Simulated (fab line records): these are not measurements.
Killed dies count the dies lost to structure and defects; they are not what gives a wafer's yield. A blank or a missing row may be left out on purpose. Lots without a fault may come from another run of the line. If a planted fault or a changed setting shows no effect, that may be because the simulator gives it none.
Which of the tools did it? | flow gf180mcu | 18 wafers from 6 lots sampled at 3 of the route's 602 steps

WHAT THE GAUGES SHOWED, per wafer
GF_V1_CD_MEAS_14: the cd target is 260 nm.
lot  | measured     | on        | cd-nm (nm)
L582 | day 19 10:16 | cd-sem-01 | 261.3 260.9 260.7
L584 | day 20 03:06 | cd-sem-01 | 258.7 259.1 258.4
L588 | day 21 15:02 | cd-sem-02 | 258.1 257.7 259.9
L594 | day 24 05:55 | cd-sem-01 | 256.7 256.0 256.2
L598 | day 25 12:23 | cd-sem-02 | 261.3 260.4 261.4
L602 | day 26 08:17 | cd-sem-02 | 259.4 259.6 260.1

TOOL THAT RAN EACH LOT (tool first, then ch and the chambers of the sampled wafers, then the start)
lot  | GF_HV_LDD_STRIP_37                   | GF_V1_PEB_12
L582 | plasma-asher-03 ch 0,1, day 12 15:10 | litho-track-04 ch 0, day 19 09:56
L584 | plasma-asher-01 ch 0, day 13 05:17   | litho-track-01 ch 0, day 20 02:45
L588 | plasma-asher-04 ch 0,1, day 14 10:08 | litho-track-04 ch 0, day 21 14:43
L594 | plasma-asher-03 ch 0,1, day 16 23:22 | litho-track-01 ch 0, day 24 05:35
L598 | plasma-asher-03 ch 0,1, day 18 05:52 | litho-track-04 ch 0, day 25 12:04
L602 | plasma-asher-01 ch 0,1, day 19 09:23 | litho-track-04 ch 0, day 26 07:56
- GF_HV_LDD_STRIP_37: strips in O2/N2.
- GF_V1_PEB_12: peb time 90 s.

THE ANSWER, worked out from the rows above alone
Rule: the usual values come from the lots themselves. Put in order of their means at a reading, lots are off if they are a third of the lots or fewer, leave a main group of 4 or more, and stand apart from it by a gap of 3 or more times the standard deviation of the main group's means; of several such gaps the widest counts. A main group is skipped when, at the precision printed for the reading in the tables above, its means are all equal. A lot without any number at a reading at which 4 lots or more have one is off too. Where the step has rows for the other lots, those lots are counted as sound.
None of the lots is off at any reading shown; this tells nothing.

WHAT THE SIMULATOR HAD PUT IN
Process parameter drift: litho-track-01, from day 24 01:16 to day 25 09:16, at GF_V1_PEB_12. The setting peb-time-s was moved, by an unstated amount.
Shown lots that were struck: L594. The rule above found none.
